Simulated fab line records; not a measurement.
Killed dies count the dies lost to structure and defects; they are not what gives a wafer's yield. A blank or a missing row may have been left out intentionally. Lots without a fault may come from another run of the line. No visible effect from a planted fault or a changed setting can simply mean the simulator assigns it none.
Matching of chambers	flow gf180mcu	GF_STI_CMP_25 on cmp-02 has 4 sister chambers
The step polishes, stops on Si3N4, t overpolish 33 s, target thk 524.6 nm. 8 wafers are shown with their chamber, then 10 later ones without.

== WAFERS PAIRED WITH THEIR CHAMBERS ==
wafer	chamber	motor_current_A (A)	time_to_endpoint_s (s)
L117.4	0	10.4	125
L117.6	0	10.6	123
L118.4	1	14.0	122
L120.2	2	10.8	124
L120.5	2	9.9	124
L120.6	3	12.6	115
L121.2	1	14.6	119
L121.3	3	12.0	117

== WAFERS MISSING THEIR CHAMBER ==
wafer	motor_current_A (A)	time_to_endpoint_s (s)
L121.5	11.3	123
L127.4	9.9	124
L127.5	12.1	116
L127.6	10.6	125
L129.1	13.5	125
L129.3	10.7	120
L129.6	12.0	119
L130.1	14.4	120
L130.4	12.3	116
L130.6	14.0	119

== WHICH CHAMBER EACH WENT THROUGH ==
wafer	from the rows above	in truth
L121.5	can't be placed: 0 or 2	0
L127.4	can't be placed: 2 or 0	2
L127.5	3	3
L127.6	can't be placed: 0 or 2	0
L129.1	1	1
L129.3	can't be placed: 0 or 2 or 3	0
L129.6	3	3
L130.1	1	1
L130.4	3	3
L130.6	1	1
Correct placement for 6 of the 10. These rows do not allow placing 4 (true chamber among the candidates in 4). 0 placed wrongly.
How it was worked out, from the rows above alone: a wafer's distance from a chamber is the root of the sum, over the readings, of the square of ((its reading less the chamber's mean) divided by the reading's scatter). The wafer belongs to the nearest chamber; if the next one is less than 2 further off, it can't be placed. A chamber's mean is the mean of its shown wafers. The scatter: take each reading less its chamber's mean, square it, sum over the shown wafers, divide by the number of wafers less the number of chambers, and take the root.
